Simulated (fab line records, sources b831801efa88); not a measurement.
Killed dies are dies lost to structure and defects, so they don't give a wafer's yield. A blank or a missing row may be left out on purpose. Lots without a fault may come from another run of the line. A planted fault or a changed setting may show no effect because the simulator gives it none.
Problem report in the 8D (eight disciplines) form, filled by code | flow gf180mcu | the parts of the form that need people (team, actions taken, sign-off) are left out

1. THE PROBLEM
STI_OXIDATION_THK at GF_STI_THK_MEAS_02 reads a mean of 11.37 nm on 6 wafers of 2 lots; wafers without a fault read 10.04 nm with a standard deviation of 0.15. That is +8.8 standard deviations from the usual mean.
First seen on wafer L372.2, day 1 22:10, on film_metro-01. The record holds 42 wafers of 14 lots with a number at this step. Rule for "out", or "out of limits": more than 4 standard deviations from the usual mean. The other wafers with a number count as sound.

2. WHAT IT IS AND WHAT IT IS NOT
question                    | is                     | is not
which readings at this step | STI_OXIDATION_THK      | -
which lots                  | L372, L373             | L370, L371, L375, L383, L386, L387, L388, L389, L390, L391, L392, L393
which wafers of those lots  | all that have a number | -
read on which gauges        | film_metro-01          | film_metro-03, film_metro-04
when                        | from day 1 22:10       | up to then (6 sound wafers); but 30 sound wafers of L375, L383, L386, L387, L388, L389, L390, L391, L392, L393 came after

3. SUSPECTS, AND WHAT RULES EACH OUT
Counting: a tool at a process step up to the reading stays a suspect if it ran every lot that is out and no sound lot after the first of them.
- the gauge at GF_STI_THK_MEAS_02: kept. All the wafers that are out were read on film_metro-01, and no step on other tools shows them out.
- furnace-01 at GF_STI_OXIDATION_01 (stabilise 600 s, purge 300 s, target thk 10 nm): ruled out as a lasting fault. Sound lots L386 ran on it after its first lot that is out, L372 (day 1 20:46).
Left after counting: film_metro-01 at GF_STI_THK_MEAS_02.

4. THE CAUSE (what the simulator had put in)
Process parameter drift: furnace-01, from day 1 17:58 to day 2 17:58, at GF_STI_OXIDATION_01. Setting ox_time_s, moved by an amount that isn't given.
Counting ruled it out, wrongly: the rule takes a fault to strike every lot that its tool runs from its start on, and this one did not.

5. THE CHAIN OF EFFECTS, in route order
Each row: a reading whose mean over the struck wafers that have a number lies more than 3 standard deviations from the usual. Only readings for which the record gives a usual standard deviation are gone through. hours: the time from each lot's start at the first step in this table that gives one to its start at this step, as a median over the lots. sigmas: the change in usual standard deviations.
hours | step               | reading           | usual    | on struck wafers | change | sigmas
0     | GF_STI_THK_MEAS_02 | STI_OXIDATION_THK | 10.04 nm | 11.37            | +1.33  | +8.8
Later measuring or inspecting steps at which every struck wafer that the step has a row for has a number for every such reading, and none has moved that far: GF_STI_THK_MEAS_04, GF_DNWELL_TW_MEAS_09.

6. WHAT WOULD HAVE CAUGHT IT SOONER
In this record the first reading out of limits at a measuring or inspecting step was taken at day 1 22:10, 4 hours after the fault began at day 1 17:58.
Of the tool readings at GF_STI_OXIDATION_01 for which the record gives a usual standard deviation, none was out on any struck wafer, so an alarm limit of 4 standard deviations on them would not have fired.
